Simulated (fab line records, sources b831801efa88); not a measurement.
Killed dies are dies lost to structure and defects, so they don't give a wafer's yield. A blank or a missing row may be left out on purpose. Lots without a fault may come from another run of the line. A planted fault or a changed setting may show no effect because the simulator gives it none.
A struck lot beside a sound one | flow gf180mcu | 14 steps out of a route of 602
Sound: wafers L982.2, L982.4, L982.5. Struck: wafers L997.1, L997.2, L997.5. The cause comes at the end.
At each step with rows: each side's tool, then ch and its chambers, then its first start. Under that, the readings that differ: sound wafers | struck wafers | difference of the means | sigmas: that difference in standard deviations of wafers without a fault.
alike: readings whose means differ by less than 2 such deviations, and words and numbers that are the same on both sides. not compared: withheld readings, readings that some wafer has no value for, bounds like >300 that may hide the same value, and numbers for which the record gives no deviation and whose values overlap.
The two part at a step that has a row with sigmas, a row that says differs or no value, or rows on one side only. Numbers that don't overlap but have no deviation are shown without sigmas and don't part them. A reading that every wafer of one side lacks parts them only if that side has two wafers or more.

first, 1 step without rows for these wafers: GF_MVPSD_DEVELOP_06 (develop time 60 s).
GF_MVPSD_OVL_MEAS_07:
  sound on overlay-01, day 5 08:44; struck on overlay-01, day 9 00:52
  alike: MVPSD_OVL
then, 2 steps without rows for these wafers: GF_MVPSD_IMPLANT_08; GF_MVPSD_IMPLANT_09.
GF_MVPSD_STRIP_10: strips in O2/N2.
  sound on plasma_asher-04 ch 0,1, day 5 09:04; struck on plasma_asher-02 ch 0,1, day 9 01:13
  reading                      | sound             | struck            | difference | sigmas
  strip_time_to_endpoint_s (s) | 36.91 36.99 36.94 | 37.22 37.15 37.19 | +0.24      | +3
  alike: drypump_motor_current_A, heater_power_w, o2_flow_sccm, oes_product_au
  not compared: rf_hours_counter_h
GF_MVPSD_TW_MEAS_11:
  sound on film_metro-02, day 5 09:10; struck on film_metro-01, day 9 01:19
  alike: MVPSD_TW
then, 6 steps without rows for these wafers: GF_VT_IMPLANT_DEHYDRATE_00 (time 60 s); GF_VT_IMPLANT_HMDS_01 (prime time 60 s); GF_VT_IMPLANT_COAT_02 (resist thk 1000 nm); GF_VT_IMPLANT_SOFTBAKE_03 (time 60 s); GF_VT_IMPLANT_EXPOSE_04 (exposes mask LVPWELL LV AREA, target cd 600 nm); GF_VT_IMPLANT_PEB_05.
GF_VT_IMPLANT_DEVELOP_06: develop time 60 s.
  sound on litho_track-01 ch 0, day 5 23:48; struck on litho_track-04, day 9 18:16
  no value came back on the struck wafers for chill_plate_temp_C (C), develop_time_s (s); on the sound wafers chill_plate_temp_C (C) reads 23.11 22.96 23.04
GF_VT_IMPLANT_OVL_MEAS_07:
  sound on overlay-02, day 5 23:56; struck on overlay-01, day 9 18:25
  reading             | sound         | struck | difference                    | sigmas
  VT_IMPLANT_OVL (nm) | -1.3 0.9 -3.5 | - - -  | no value on the struck wafers |

WHERE THEY PART
First at GF_MVPSD_STRIP_10; last, within this record, at GF_VT_IMPLANT_OVL_MEAS_07.

WHY: what the simulator had put in
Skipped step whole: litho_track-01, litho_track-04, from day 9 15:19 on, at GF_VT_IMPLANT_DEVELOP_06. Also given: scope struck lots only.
